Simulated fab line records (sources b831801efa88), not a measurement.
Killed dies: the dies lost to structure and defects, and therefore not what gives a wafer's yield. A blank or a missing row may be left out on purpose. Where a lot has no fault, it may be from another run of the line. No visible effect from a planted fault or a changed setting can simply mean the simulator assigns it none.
Chamber matching || flow sky130 || 4 sister chambers for SKY_FIELD_ISO_ETCH_15 on rieDiel-02
The step etches the open film in CHF3/O2, stops on Si, target depth 180 nm, time 72 s. 22 wafers are shown with their chamber, then 11 later ones without.

## WAFERS WITH THEIR CHAMBER
{"wafer": "L080.1", "chamber": 1, "oesProductAu (a.u.)": 0.948, "throttleValvePct (%)": 8.855}
{"wafer": "L080.4", "chamber": 2, "oesProductAu (a.u.)": 0.949, "throttleValvePct (%)": 8.848}
{"wafer": "L080.5", "chamber": 3, "oesProductAu (a.u.)": 0.948, "throttleValvePct (%)": 8.855}
{"wafer": "L081.1", "chamber": 3, "oesProductAu (a.u.)": 0.941, "throttleValvePct (%)": 8.823}
{"wafer": "L081.2", "chamber": 2, "oesProductAu (a.u.)": 0.943, "throttleValvePct (%)": 8.845}
{"wafer": "L081.3", "chamber": 0, "oesProductAu (a.u.)": 0.953, "throttleValvePct (%)": 8.828}
{"wafer": "L082.1", "chamber": 2, "oesProductAu (a.u.)": 0.938, "throttleValvePct (%)": 8.850}
{"wafer": "L082.2", "chamber": 0, "oesProductAu (a.u.)": 0.945, "throttleValvePct (%)": 8.833}
{"wafer": "L082.3", "chamber": 3, "oesProductAu (a.u.)": 0.942, "throttleValvePct (%)": 8.849}
{"wafer": "L085.3", "chamber": 1, "oesProductAu (a.u.)": 0.948, "throttleValvePct (%)": 8.838}
{"wafer": "L085.4", "chamber": 3, "oesProductAu (a.u.)": 0.947, "throttleValvePct (%)": 8.824}
{"wafer": "L085.6", "chamber": 3, "oesProductAu (a.u.)": 0.945, "throttleValvePct (%)": 8.844}
{"wafer": "L086.1", "chamber": 3, "oesProductAu (a.u.)": 0.934, "throttleValvePct (%)": 8.850}
{"wafer": "L086.3", "chamber": 2, "oesProductAu (a.u.)": 0.936, "throttleValvePct (%)": 8.864}
{"wafer": "L086.6", "chamber": 2, "oesProductAu (a.u.)": 0.939, "throttleValvePct (%)": 8.840}
{"wafer": "L089.1", "chamber": 0, "oesProductAu (a.u.)": 0.952, "throttleValvePct (%)": 8.859}
{"wafer": "L089.2", "chamber": 2, "oesProductAu (a.u.)": 0.950, "throttleValvePct (%)": 8.841}
{"wafer": "L089.3", "chamber": 1, "oesProductAu (a.u.)": 0.947, "throttleValvePct (%)": 8.839}
{"wafer": "L091.1", "chamber": 2, "oesProductAu (a.u.)": 0.954, "throttleValvePct (%)": 8.842}
{"wafer": "L091.3", "chamber": 3, "oesProductAu (a.u.)": 0.954, "throttleValvePct (%)": 8.840}
{"wafer": "L091.5", "chamber": 2, "oesProductAu (a.u.)": 0.954, "throttleValvePct (%)": 8.855}
{"wafer": "L092.1", "chamber": 1, "oesProductAu (a.u.)": 0.943, "throttleValvePct (%)": 8.846}

SIGNATURES (averages over the wafers above)
{"reading": "oesProductAu", "chamber 0": 0.95000, "chamber 1": 0.94650, "chamber 2": 0.94537, "chamber 3": 0.94443, "scatter within a chamber": 0.00608}
{"reading": "throttleValvePct", "chamber 0": 8.84000, "chamber 1": 8.84450, "chamber 2": 8.84812, "chamber 3": 8.84071, "scatter within a chamber": 0.011}
Rule: for a wafer and a chamber, the distance is found by dividing, reading by reading, the gap between the wafer's reading and the chamber's mean by the reading's scatter, squaring, summing and taking the root. The wafer belongs to the nearest chamber; if the next one is less than 2 further off, it can't be placed. The scatter: take each reading less its chamber's mean, square it, sum over the shown wafers, divide by the number of wafers less the number of chambers, and take the root.

## WAFERS WHOSE CHAMBER IS MISSING
{"wafer": "L092.2", "oesProductAu (a.u.)": 0.948, "throttleValvePct (%)": 8.857}
{"wafer": "L092.6", "oesProductAu (a.u.)": 0.948, "throttleValvePct (%)": 8.847}
{"wafer": "L094.3", "oesProductAu (a.u.)": 0.942, "throttleValvePct (%)": 8.845}
{"wafer": "L094.4", "oesProductAu (a.u.)": 0.936, "throttleValvePct (%)": 8.844}
{"wafer": "L094.5", "oesProductAu (a.u.)": 0.942, "throttleValvePct (%)": 8.847}
{"wafer": "L095.1", "oesProductAu (a.u.)": 0.945, "throttleValvePct (%)": 8.833}
{"wafer": "L095.3", "oesProductAu (a.u.)": 0.948, "throttleValvePct (%)": 8.833}
{"wafer": "L095.6", "oesProductAu (a.u.)": 0.954, "throttleValvePct (%)": 8.869}
{"wafer": "L097.1", "oesProductAu (a.u.)": 0.948, "throttleValvePct (%)": 8.843}
{"wafer": "L097.4", "oesProductAu (a.u.)": 0.942, "throttleValvePct (%)": 8.840}
{"wafer": "L097.5", "oesProductAu (a.u.)": 0.948, "throttleValvePct (%)": 8.852}

## THE CHAMBER EACH PASSED THROUGH
{"wafer": "L092.2", "from the rows above": "can't be placed: 2 or 1 or 0 or 3", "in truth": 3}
{"wafer": "L092.6", "from the rows above": "can't be placed: 1 or 2 or 0 or 3", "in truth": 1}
{"wafer": "L094.3", "from the rows above": "can't be placed: 3 or 2 or 1 or 0", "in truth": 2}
{"wafer": "L094.4", "from the rows above": "can't be placed: 3 or 2 or 1 or 0", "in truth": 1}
{"wafer": "L094.5", "from the rows above": "can't be placed: 2 or 3 or 1 or 0", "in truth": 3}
{"wafer": "L095.1", "from the rows above": "can't be placed: 3 or 0 or 1 or 2", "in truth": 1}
{"wafer": "L095.3", "from the rows above": "can't be placed: 0 or 3 or 1 or 2", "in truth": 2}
{"wafer": "L095.6", "from the rows above": "can't be placed: 2 or 1 or 0 or 3", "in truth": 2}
{"wafer": "L097.1", "from the rows above": "can't be placed: 1 or 0 or 3 or 2", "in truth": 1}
{"wafer": "L097.4", "from the rows above": "can't be placed: 3 or 1 or 2 or 0", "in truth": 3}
{"wafer": "L097.5", "from the rows above": "can't be placed: 2 or 1 or 0 or 3", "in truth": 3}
Correct placement for 0 of the 11. Not placeable from these rows: 11 (in 11, the candidates include the true chamber). Number placed wrongly: 0.
